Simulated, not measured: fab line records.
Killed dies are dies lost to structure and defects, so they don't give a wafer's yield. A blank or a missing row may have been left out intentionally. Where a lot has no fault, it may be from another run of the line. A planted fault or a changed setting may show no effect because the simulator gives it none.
Which tool was responsible? + flow sky130 + 6 lots, 18 wafers sampled, at 1 step of a route of 708

== WHAT THE GAUGES READ, wafer by wafer ==
SKY_FIELD_ISO_THK_MEAS_04.
| lot  | measured    | on            | FIELD_ISO_CVD_03_THK (nm) |
|------|-------------|---------------|---------------------------|
| L387 | day 2 16:05 | film_metro-01 | 161.8 161.4 160.7         |
| L389 | day 3 00:44 | film_metro-04 | 163.6 163.2 164.0         |
| L395 | day 4 08:04 | film_metro-03 | 163.8 162.7 163.2         |
| L400 | day 5 11:13 | film_metro-01 | 160.7 161.9 160.3         |
| L402 | day 5 17:39 | film_metro-03 | 163.3 163.3 164.0         |
| L405 | day 6 09:11 | film_metro-01 | 161.5 160.2 161.1         |

== WHAT TOOL EACH LOT RAN ON (gives the tool, then ch and the chambers of the sampled wafers, and finally the start) ==
No process step before these readings appears in the record.

== THE ANSWER, worked out from the rows above alone ==
Rule: what is usual is taken from the lots themselves. Put in order of their means at a reading, lots are off if they are a third of the lots or fewer, leave a main group of 4 or more, and stand apart from it by a gap of 3 or more times the standard deviation of the main group's means; of several such gaps the widest counts. A main group whose means are all the same, to the digits that the tables above print for the reading, isn't used. A lot without any number at a reading at which 4 lots or more have one is off too. Any other lot the step has rows for is counted as sound.
Across all readings shown, no lot is off: no conclusion can be drawn from this.

== WHAT HAD BEEN PUT IN BY THE SIMULATOR ==
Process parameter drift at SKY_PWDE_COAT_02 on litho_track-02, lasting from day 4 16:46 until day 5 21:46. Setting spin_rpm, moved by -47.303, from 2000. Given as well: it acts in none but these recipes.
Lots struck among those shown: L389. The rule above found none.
